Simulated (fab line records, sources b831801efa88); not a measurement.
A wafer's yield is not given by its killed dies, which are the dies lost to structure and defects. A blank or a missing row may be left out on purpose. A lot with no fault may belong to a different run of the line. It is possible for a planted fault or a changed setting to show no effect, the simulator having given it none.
The tool behind it: which one? + flow sky130 + at 1 step of a route of 708, 6 lots with 18 wafers sampled

WHAT EACH GAUGE READ, for each wafer
SKY_RES_PROTECT_TW_MEAS_08.
| lot  | measured     | on            | POLY_GATE_TW   |
|------|--------------|---------------|----------------|
| L987 | day 15 07:35 | film metro-01 | 4073 4060 4064 |
| L998 | day 19 13:04 | film metro-02 | 3972 3966 3970 |
| L101 | day 20 16:25 | film metro-02 | 3955 3941 3945 |
| L103 | day 21 22:42 | film metro-01 | 4059 4061 4051 |
| L106 | day 22 05:16 | film metro-02 | 3994 3971 3987 |
| L108 | day 23 00:05 | film metro-03 | 4039 4029 4044 |

EACH LOT AND THE TOOL THAT RAN IT (in order: tool; ch and the chambers of the sampled wafers; start)
No process step before these readings appears in the record.

THE ANSWER, worked out from the rows above alone
Rule: usual is defined by the lots themselves. Put in order of their means at a reading, lots are off if they are a third of the lots or fewer, leave a main group of 4 or more, and stand apart from it by a gap of 3 or more times the standard deviation of the main group's means; of several such gaps the widest counts. If all means in a main group match to the digits the tables above print for the reading, that group is not used. A lot without any number at a reading at which 4 lots or more have one is off too. The other lots that the step has rows for count as sound.
Nothing can be told from this: no lot is off at any reading shown.

WHAT THE SIMULATOR HAD INSERTED
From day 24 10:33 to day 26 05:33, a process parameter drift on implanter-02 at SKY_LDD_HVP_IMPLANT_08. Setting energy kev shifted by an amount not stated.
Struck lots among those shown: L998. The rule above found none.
